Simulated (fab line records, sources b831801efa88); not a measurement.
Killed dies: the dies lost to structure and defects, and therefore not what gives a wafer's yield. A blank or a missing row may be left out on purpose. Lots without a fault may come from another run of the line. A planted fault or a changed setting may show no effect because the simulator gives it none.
8D (eight disciplines) problem report, filled in by code -- flow sfq-line -- the parts of the form that need people (team, actions taken, sign-off) are left out

## 1. PROBLEM STATEMENT
Wafers without a fault read 218 s, standard deviation 9; time-to-endpoint-s at SFQ_TRILAYER_I6_CMP_CMP_166 reads a mean of 284 s on 3 wafers belonging to 2 lots. That is +7.3 standard deviations from the usual mean.
The step: polishes SiO2.
Earliest sighting: wafer L970.3 on cmp-02 at day 69 01:42. Wafers with a number at this step in the record: 18, from 6 lots. By rule, "out" or "out of limits" means more than 4 standard deviations away from the usual mean. The rest of the wafers with a number are treated as sound.

## 2. WHAT IT IS, WHAT IT ISN'T
question,is,is not
which readings at this step,time-to-endpoint-s,motor-current-A
which lots,"L970, L971","L981, L982, L986, L988"
which wafers of those lots,"L970.3, L970.6, L971.4","L970.4, L971.3, L971.5"
read on which tools,cmp-02,cmp-01
when,from day 69 01:42,"up to then (1 sound wafer); but 14 sound wafers of L971, L981, L982, L986, L988 came after"

## 3. THE SUSPECTS, EACH WITH WHAT RULES IT OUT
Counting: a tool at a process step up to the reading stays a suspect if it ran every lot that is out. Sound lots after the first of them don't rule it out here, since some wafers of a struck lot are sound.
- cmp-02 at SFQ_TRILAYER_I6_CMP_CMP_166 (polishes SiO2): kept. It ran every lot that is out, first L970 (day 69 01:42). Its own readings are out on those wafers: time-to-endpoint-s.
- Within cmp-02 at SFQ_TRILAYER_I6_CMP_CMP_166: the wafers that are out ran in chamber 2; their sound lot-mates ran in chambers 0, 1.
Remaining after the count: cmp-02 at SFQ_TRILAYER_I6_CMP_CMP_166.

## 4. THE CAUSE (what the simulator had put in)
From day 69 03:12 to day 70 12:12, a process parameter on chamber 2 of cmp-02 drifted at SFQ_TRILAYER_I6_CMP_CMP_166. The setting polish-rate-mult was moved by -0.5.
The count eliminated every tool but this one.

## 5. SEQUENCE OF EFFECTS, ordered by route
Each row: a reading whose mean over the struck wafers that have a number lies more than 3 standard deviations from the usual. Scope: only readings with a usual standard deviation given in the record; hours: median across lots of the time from each lot's start at the first step in this table that gives one to its start at this step; sigmas: change in usual standard deviations.
hours,step,reading,usual,on struck wafers,change,sigmas
0,SFQ_TRILAYER_I6_CMP_CMP_166,time-to-endpoint-s,218 s,284,+66,+7.3
3,SFQ_TRILAYER_I6_METRO_MEASURE_167,thk-nm,200.2 nm,306.9,+106.7,+89
91,SFQ_TRILAYER_I6_VIA_ETCH_VIA_ETCH_172,oes-product-au,0.855 a.u.,1.003,+0.148,+30
It contains these process steps:
- SFQ_TRILAYER_I6_CMP_CMP_166: polishes SiO2.
- SFQ_TRILAYER_I6_METRO_MEASURE_167
- SFQ_TRILAYER_I6_VIA_ETCH_VIA_ETCH_172: etches SiO2 in CHF3, stops on Nb, target depth 260 nm.
Later steps that measure or inspect, where all struck wafers having a row at the step show a number for every such reading and not one has moved that far: SFQ_I6_BOW_MEAS_941, SFQ_I6_OVL_MEAS_942, SFQ_M7_RS_MEAS_943, SFQ_M7_OVL_MEAS_945, SFQ_M8_BOW_MEAS_951.

## 6. HOW IT WOULD HAVE BEEN CAUGHT EARLIER
In this record the first reading out of limits was taken at day 69 01:42.
